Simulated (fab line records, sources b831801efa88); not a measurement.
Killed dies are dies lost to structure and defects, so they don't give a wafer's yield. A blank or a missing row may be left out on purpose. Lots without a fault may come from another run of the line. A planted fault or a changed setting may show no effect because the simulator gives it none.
Problem report in the 8D (eight disciplines) form, filled by code | flow sfq_line | the parts of the form that need people (team, actions taken, sign-off) are left out

1. THE PROBLEM
spin_speed_rpm at SFQ_TRILAYER_I7_VIA_LITHO_COAT_187 reads a mean of 3114.1 rpm on 6 wafers of 2 lots; wafers without a fault read 2999.8 rpm with a standard deviation of 1.9. That is +60 standard deviations from the usual mean.
The step: resist thk 650 nm.
First seen on wafer L962.3, day 73 07:10, on litho_track-01. The record holds 42 wafers of 14 lots with a number at this step. Rule for "out", or "out of limits": more than 4 standard deviations from the usual mean. The other wafers with a number count as sound.

2. WHAT IT IS AND WHAT IT IS NOT
question                    | is                     | is not
which readings at this step | spin_speed_rpm         | -
which lots                  | L962, L963             | L960, L961, L964, L972, L973, L974, L975, L977, L979, L980, L981, L982
which wafers of those lots  | all that have a number | -
read on which tools         | litho_track-01         | litho_track-02, litho_track-03
when                        | from day 73 07:10      | up to then (6 sound wafers); but 30 sound wafers of L964, L972, L973, L974, L975, L977, L979, L980, L981, L982 came after

3. SUSPECTS, AND WHAT RULES EACH OUT
Counting: a tool at a process step up to the reading stays a suspect if it ran every lot that is out and no sound lot after the first of them.
- litho_track-01 at SFQ_TRILAYER_I7_VIA_LITHO_COAT_187 (resist thk 650 nm): ruled out as a lasting fault. Sound lots L972, L973, L974, L980, L981 ran on it after its first lot that is out, L962 (day 73 07:10).
Left after counting: nothing in the record.

4. THE CAUSE (what the simulator had put in)
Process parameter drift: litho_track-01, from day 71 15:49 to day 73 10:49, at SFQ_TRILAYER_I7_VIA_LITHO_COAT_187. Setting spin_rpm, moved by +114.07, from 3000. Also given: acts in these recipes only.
Counting ruled it out, wrongly.

5. THE CHAIN OF EFFECTS, in route order
Each row: a reading whose mean over the struck wafers that have a number lies more than 3 standard deviations from the usual. Only readings for which the record gives a usual standard deviation are gone through. hours: the time from each lot's start at the first step in this table that gives one to its start at this step, as a median over the lots. sigmas: the change in usual standard deviations.
hours | step                               | reading        | usual      | on struck wafers | change | sigmas
0     | SFQ_TRILAYER_I7_VIA_LITHO_COAT_187 | spin_speed_rpm | 2999.8 rpm | 3114.1           | +114.3 | +60
The process steps in it:
- SFQ_TRILAYER_I7_VIA_LITHO_COAT_187: resist thk 650 nm.

6. WHAT WOULD HAVE CAUGHT IT SOONER
In this record the first reading out of limits was taken at day 73 07:10, 39 hours after the fault began at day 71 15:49.
